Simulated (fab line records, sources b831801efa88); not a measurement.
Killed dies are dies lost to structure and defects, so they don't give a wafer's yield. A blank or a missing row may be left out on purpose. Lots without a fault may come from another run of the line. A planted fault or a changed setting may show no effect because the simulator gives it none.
fab line records | flow sky130
record lots=15 wafers=45 last_day=50
route steps=708 shown METAL4@629 VIA4@642
lots that met no fault: from a run of the same line without faults
start_h: hours from the record's first day to the start of the lot's first wafer shown | wait_h: hours since the lot's step before | " the same as in the row above | L1.1+2: a row that stands for several wafers | - no value, or no start given | * or withheld: withheld | < > ~ a bound
route shown NAME@n: a module of which the file shows steps, and the number in the route of the first | usual: mean/standard deviation of fault-free wafers | same: alike in all rows | chamber/n: place in a boat | sites: the reading at each site | _std_site: their standard deviation | _edge_site: outer sites' mean less inner sites' | radius_mm: how far each site lies from the wafer's centre | mask NAME#n: copy n | behind: the tool/chamber that last shaped the wafer | hold: why the lot was held/for how many hours/how that ended | device: the transistor (n, p or np) that didn't switch | end of line: the same wafers' tests at the end of the route | a step without rows: its recipe alone | killed: dies lost to structure and defects at the first sort, not the wafer's yield | map: a wafer's dies, x killed, . not, _ none there
set.NAME: the setting as run; set.NAME@STEP: as run at that earlier step | model.NAME: the simulator's own value behind a step, which no gauge read
steps of the route over a sample of lots; a table a step, a row a wafer
services: from which hour (start_h, from the record's first day; less than 0 if before it) a tool's chamber was out of use, for how many hours, and why
## steps
# step SKY_METAL4_CD_MEAS_13
# recipe target_cd_nm=300
# usual cd_nm=299.8/1.5
# columns lot.wafer tool chamber start_h wait_h cd_nm
L308.2 cd_sem-01 - 1006.95 - 300.9
L308.4 " - " " 300.3
L308.5 " - " " 299.6
L310.2 cd_sem-02 - 1015.39 - 298.8
L310.4 " - " " 298.7
L310.5 " - " " 300.1
L313.2 cd_sem-01 - 1041.36 - 298.9
L313.3 " - " " 299.1
L313.6 " - " " 298.7
L315.1 cd_sem-02 - 1042.97 - 298.6
L315.3 " - " " 299.1
L315.6 " - " " 298.7
L314.2 cd_sem-02 - 1043.21 - 302.1
L314.3 " - " " 301.1
L314.6 " - " " 300.0
L316.2 cd_sem-02 - 1051.21 - 298.4
L316.3 " - " " 297.9
L316.4 " - " " 297.7
L317.1 cd_sem-01 - 1059.47 - 300.7
L317.2 " - " " 299.8
L317.5 " - " " 300.6
L318.1 cd_sem-02 - 1064.77 - 300.3
L318.2 " - " " 300.7
L318.4 " - " " 299.1
L322.1 cd_sem-01 - 1081.69 - 301.4
L322.4 " - " " 300.6
L322.5 " - " " 301.4
L323.1 cd_sem-01 - 1086.90 - 299.6
L323.2 " - " " 300.1
L323.6 " - " " 300.1
L324.2 cd_sem-02 - 1091.52 - 297.2
L324.3 " - " " 295.5
L324.5 " - " " 296.9
L325.1 cd_sem-01 - 1098.19 - 301.7
L325.2 " - " " 301.6
L325.4 " - " " 301.1
L326.2 cd_sem-02 - 1107.21 - 299.1
L326.5 " - " " 299.5
L326.6 " - " " 298.5
L328.2 cd_sem-02 - 1120.79 - 302.2
L328.3 " - " " 302.0
L328.4 " - " " 301.0
L330.2 cd_sem-02 - 1124.67 - 299.0
L330.5 " - " " 300.0
L330.6 " - " " 300.8
# step SKY_VIA4_BOW_MEAS_03
# recipe mode=bow
# usual VIA4_BOW=79/9.4
# columns lot.wafer tool chamber start_h wait_h VIA4_BOW[um]
L308.2 film_metro-02 - 1008.70 0.2 72
L308.4 " - " " 66
L308.5 " - " " 78
L310.2 film_metro-03 - 1017.09 0.3 78
L310.4 " - " " 75
L310.5 " - " " 63
L313.2 film_metro-03 - 1043.07 0.3 80
L313.3 " - " " 72
L313.6 " - " " 77
L315.1 film_metro-02 - 1044.74 0.2 94
L315.3 " - " " 74
L315.6 " - " " 80
L314.2 film_metro-03 - 1045.06 0.2 75
L314.3 " - " " 57
L314.6 " - " " 74
L316.2 film_metro-04 - 1052.91 0.3 89
L316.3 " - " " 80
L316.4 " - " " 96
L317.1 film_metro-02 - 1061.08 0.2 87
L317.2 " - " " 80
L317.5 " - " " 86
L318.1 film_metro-02 - 1066.76 0.2 71
L318.2 " - " " 77
L318.4 " - " " 76
L322.1 film_metro-02 - 1083.80 0.2 76
L322.4 " - " " 70
L322.5 " - " " 79
L323.1 film_metro-03 - 1088.79 0.2 94
L323.2 " - " " 100
L323.6 " - " " 89
L324.2 film_metro-03 - 1093.13 0.2 71
L324.3 " - " " 80
L324.5 " - " " 73
L325.1 film_metro-04 - 1099.99 0.1 88
L325.2 " - " " 85
L325.4 " - " " 82
L326.2 film_metro-03 - 1109.12 0.3 68
L326.5 " - " " 67
L326.6 " - " " 70
L328.2 film_metro-02 - 1122.53 0.2 99
L328.3 " - " " 102
L328.4 " - " " 85
L330.2 film_metro-04 - 1126.41 0.2 102
L330.5 " - " " 84
L330.6 " - " " 88
# step SKY_VIA4_SPUTTER_17
# recipe material=TiN target_thk_nm=20 chamber_pressure_pa=5 power_w=4000 time_s=80
# usual cathode_dc_power_W=4000.0/0.74 chamber_pressure_pa=5.000/0.0093 throttle_valve_pct=30.3/1
# columns lot.wafer tool chamber start_h wait_h cathode_dc_power_W chamber_pressure_pa throttle_valve_pct
L308.2 pvd_sputter-03 - 1032.25 0.0 4000.5 4.996 32.4
L308.4 " - " " 3998.6 4.988 32.4
L308.5 " - " " 4001.0 4.998 30.1
L310.2 pvd_sputter-02 - 1040.85 0.0 4001.4 4.997 28.6
L310.4 " - " " 4000.3 4.998 30.1
L310.5 " - " " 4000.2 4.975 28.9
L313.2 pvd_sputter-01 - 1066.13 0.0 4000.5 5.019 31.0
L313.3 " - " " 3999.7 4.999 28.8
L313.6 " - " " 4000.2 5.007 28.9
L314.2 pvd_sputter-02 - 1067.28 0.0 3999.8 5.001 31.6
L314.3 " - " " 4000.5 5.001 28.6
L314.6 " - " " 4000.4 4.989 31.7
L315.1 pvd_sputter-01 - 1067.29 0.0 - - -
L315.3 " - " " - - -
L315.6 " - " " - - -
L316.2 pvd_sputter-03 - 1075.08 0.0 - - -
L316.3 " - " " - - -
L316.4 " - " " - - -
L317.1 pvd_sputter-01 - 1082.78 0.0 - - -
L317.2 " - " " - - -
L317.5 " - " " - - -
L318.1 pvd_sputter-03 - 1088.89 0.0 4000.6 4.994 30.4
L318.2 " - " " 4001.5 5.010 29.6
L318.4 " - " " 4000.1 5.000 32.6
L322.1 pvd_sputter-03 - 1105.42 0.0 4000.9 4.992 29.8
L322.4 " - " " 3999.9 5.012 30.8
L322.5 " - " " 3999.4 5.005 29.8
L323.1 pvd_sputter-03 - 1110.10 0.0 3999.7 5.009 32.3
L323.2 " - " " 4000.4 5.004 30.7
L323.6 " - " " 4000.7 4.998 32.3
L324.2 pvd_sputter-01 - 1115.11 0.0 4000.2 4.989 29.5
L324.3 " - " " 4001.2 4.993 30.7
L324.5 " - " " 4000.9 5.001 30.9
L325.1 pvd_sputter-01 - 1121.80 0.0 3998.9 4.999 29.3
L325.2 " - " " 3999.9 5.003 30.7
L325.4 " - " " 3999.8 4.999 29.4
L326.2 pvd_sputter-01 - 1130.00 0.0 4000.4 4.999 28.7
L326.5 " - " " 4000.4 5.011 29.1
L326.6 " - " " 4001.3 4.985 30.8
L328.2 pvd_sputter-02 - 1142.43 0.0 4000.5 4.982 30.1
L328.3 " - " " 3999.1 4.999 28.5
L328.4 " - " " 3999.6 5.009 29.9
L330.2 pvd_sputter-03 - 1146.54 0.0 4000.4 5.000 32.2
L330.5 " - " " 3998.5 4.977 30.0
L330.6 " - " " 3999.1 4.996 30.8
## services
# columns tool chamber start_h hours kind
pvd_sputter-03 - 1085.52 1.1 repair
pvd_sputter-02 - 1087.53 5.3 repair
pvd_sputter-01 - 1099.34 0.6 repair
pvd_sputter-01 - 1108.35 2.0 repair
pvd_sputter-01 - 1109.12 1.2 repair
pvd_sputter-03 - 1135.99 4.0 repair
## key
first_sign step=SKY_VIA4_SPUTTER_17 reading=tool_record direction=missing
effect none on later readings
met_at SKY_VIA4_SPUTTER_17
struck_lots L315,L316,L317
later_rows_left_out L315.1,L315.3,L315.6,L316.2,L316.3,L316.4,L317.1,L317.2,L317.5
sort_left_out L315.1,L315.3,L315.6,L316.2,L316.3,L316.4,L317.1,L317.2,L317.5
not_acting_at SKY_METAL4_CD_MEAS_13,SKY_VIA4_BOW_MEAS_03
onset_between 1066.13 1067.29
fault kind=skipped_step_whole tool=pvd_sputter-01,pvd_sputter-03 chamber=- onset_h=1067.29 steps=SKY_VIA4_SPUTTER_17 scope=struck_lots_only
# sort_left_out: the simulated sort isn't trusted on such a fault, so these wafers' sort isn't shown, and their yield isn't known
# later_rows_left_out: the simulator's readings of these wafers behind a module that went badly wrong aren't trusted and aren't shown, but for the sort
